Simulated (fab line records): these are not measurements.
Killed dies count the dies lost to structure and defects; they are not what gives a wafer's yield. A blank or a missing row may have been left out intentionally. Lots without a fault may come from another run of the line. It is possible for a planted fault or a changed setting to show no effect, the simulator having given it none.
Comparing a struck lot with a sound one || flow sky130 || 17 out of 708 route steps
Sound: the wafers L172.1, L172.5, L172.6. The struck wafers were L175.1, L175.3, L175.6. The cause is named last.
Each step with rows lists, per side, the tool, then ch with its chambers, then its first start. Under that, the readings that differ: sound wafers || struck wafers || difference of the means || sigmas: that difference in standard deviations of wafers without a fault.
alike: readings with means less than 2 such deviations apart, plus words and numbers identical on both sides. not compared: withheld readings, readings lacking a value on some wafer, bounds such as >300 that could conceal the same value, and numbers that have no deviation in the record and whose values overlap.
A row with sigmas, a row that says differs or no value, or rows on one side alone: a step with any of these is where the two part. Non-overlapping numbers with no deviation appear without sigmas and do not part them. Lack of a reading on every wafer of one side parts them only where that side has two or more wafers.

first, 1 step without rows for these wafers: SKY_VT_ADJUST_NCORE_IMPLANT_09.
SKY_VT_ADJUST_NCORE_STRIP_10: strips in O2/N2.
  sound on plasma asher-04 ch 0,1, day 11 23:40; struck on plasma asher-04 ch 0,1, day 12 20:03
  alike: drypump motor current A, oes product au, strip time to endpoint s
  not compared: rf hours counter h
SKY_VT_ADJUST_NCORE_TW_MEAS_11:
  struck on film metro-04, day 12 20:09; sound on film metro-03, day 11 23:46
  alike: VT_ADJUST_NCORE_TW
then, 7 steps without rows for these wafers: SKY_VT_ADJUST_HVTR_DEHYDRATE_00 (time 60 s); SKY_VT_ADJUST_HVTR_HMDS_01 (prime time 60 s); SKY_VT_ADJUST_HVTR_COAT_02 (resist thk 1140 nm); SKY_VT_ADJUST_HVTR_SOFTBAKE_03 (time 60 s); SKY_VT_ADJUST_HVTR_EXPOSE_04 (exposes mask HVTRM, target cd 380 nm); SKY_VT_ADJUST_HVTR_PEB_05; SKY_VT_ADJUST_HVTR_DEVELOP_06 (develop time 60 s).
SKY_VT_ADJUST_HVTR_CD_MEAS_07: the cd target is 380 nm.
  struck on cd sem-02, day 13 21:21; sound on cd sem-01, day 12 23:48
  alike: cd nm
SKY_VT_ADJUST_HVTR_OVL_MEAS_08:
  struck on overlay-01, day 13 21:28; sound on overlay-01, day 12 23:56
  alike: VT_ADJUST_HVTR_OVL
SKY_VT_ADJUST_HVTR_IMPLANT_09:
  sound on implanter-01 ch 0, day 12 23:58; struck on implanter-01 ch 0, day 13 21:30
{"reading": "beam on s (s)", "sound": "10.15 10.14 10.26", "struck": "12.44 12.58 11.91", "difference": "+2.13", "sigmas": "+11"}
{"reading": "end station pressure torr (Torr)", "sound": "5.26e-06 4.96e-06 5.4e-06", "struck": "0.00010908 0.00010804 0.00010238", "difference": "+0.00010129", "sigmas": "+99 or more"}
{"reading": "faraday current uA", "sound": "11.64 11.67 11.61", "struck": "9.68 9.49 10.02", "difference": -1.91, "sigmas": -8}
SKY_VT_ADJUST_HVTR_STRIP_10: strips in O2/N2.
  sound on plasma asher-03 ch 0,1, day 13 00:07; struck on plasma asher-03 ch 0,1, day 13 21:39
{"reading": "strip time to endpoint s (s)", "sound": "14.09 14.07 14.11", "struck": "14.22 14.21 14.22", "difference": "+0.13", "sigmas": "+3"}
  alike: drypump motor current A, oes product au
  not compared: rf hours counter h
SKY_VT_ADJUST_HVTR_TW_MEAS_11:
  struck on film metro-04, day 13 21:45; sound on film metro-04, day 13 00:13
{"reading": "VT_ADJUST_HVTR_TW", "sound": "212.0 211.9 212.8", "struck": "227.0 224.9 226.8", "difference": "+14.0", "sigmas": "+7"}
then, 1 step without rows for these wafers: SKY_VT_ADJUST_PCH_DEHYDRATE_00 (time 60 s).
-- the record jumps here: 35 days lie between the struck wafers' starts before and after (it left off in module VT_ADJUST_PCH and takes up again in module PAD_OPEN, whose first step shown is number 708 of the route) --
SKY_PAD_OPEN_PROBE_99:
  struck on prober-02, day 49 06:40; sound on prober-01, day 48 14:38
{"reading": "model.etest.pfet_01v8_mvt.drive ua um", "sound": "144.4 147.4 149.2", "struck": "162.4 158.2 161.3", "difference": "+13.6", "sigmas": ""}
{"reading": "model.etest.pfet_01v8_mvt.off log10 a um", "sound": "-11.01 -11.02 -11", "struck": "-9.507 -9.547 -9.605", "difference": "+1.457", "sigmas": ""}
{"reading": "model.etest.pfet_01v8_mvt.vt sat v (V)", "sound": "-0.5991 -0.5917 -0.5882", "struck": "-0.4743 -0.4776 -0.4759", "difference": "+0.1171", "sigmas": ""}
{"reading": "model.etest.pfet_01v8_mvt.vt v (V)", "sound": "-0.6779 -0.6747 -0.6683", "struck": "-0.572 -0.5727 -0.5729", "difference": "+0.101", "sigmas": ""}
{"reading": "model.etest.pfet_01v8_mvt.vt long v (V)", "sound": "-0.8788 -0.8776 -0.873", "struck": "-0.7871 -0.795 -0.7922", "difference": "+0.0850", "sigmas": ""}
  alike: killed_at_M0_to_M3, killed_at_M4_up, killed at contacts, killed at front end, killed at other, killed dies, killed open, killed short

WHERE THEY PART
Earliest at SKY_VT_ADJUST_HVTR_IMPLANT_09; latest, in this record, at SKY_VT_ADJUST_HVTR_TW_MEAS_11. Later steps at which nothing parts them and some readings are alike: SKY_PAD_OPEN_PROBE_99.

WHY: the cause the simulator had injected
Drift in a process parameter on implanter-01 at SKY_VT_ADJUST_HVTR_IMPLANT_09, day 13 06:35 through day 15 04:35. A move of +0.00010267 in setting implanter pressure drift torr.
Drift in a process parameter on implanter-01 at SKY_VT_ADJUST_HVTR_IMPLANT_09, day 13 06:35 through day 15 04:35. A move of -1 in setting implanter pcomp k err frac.
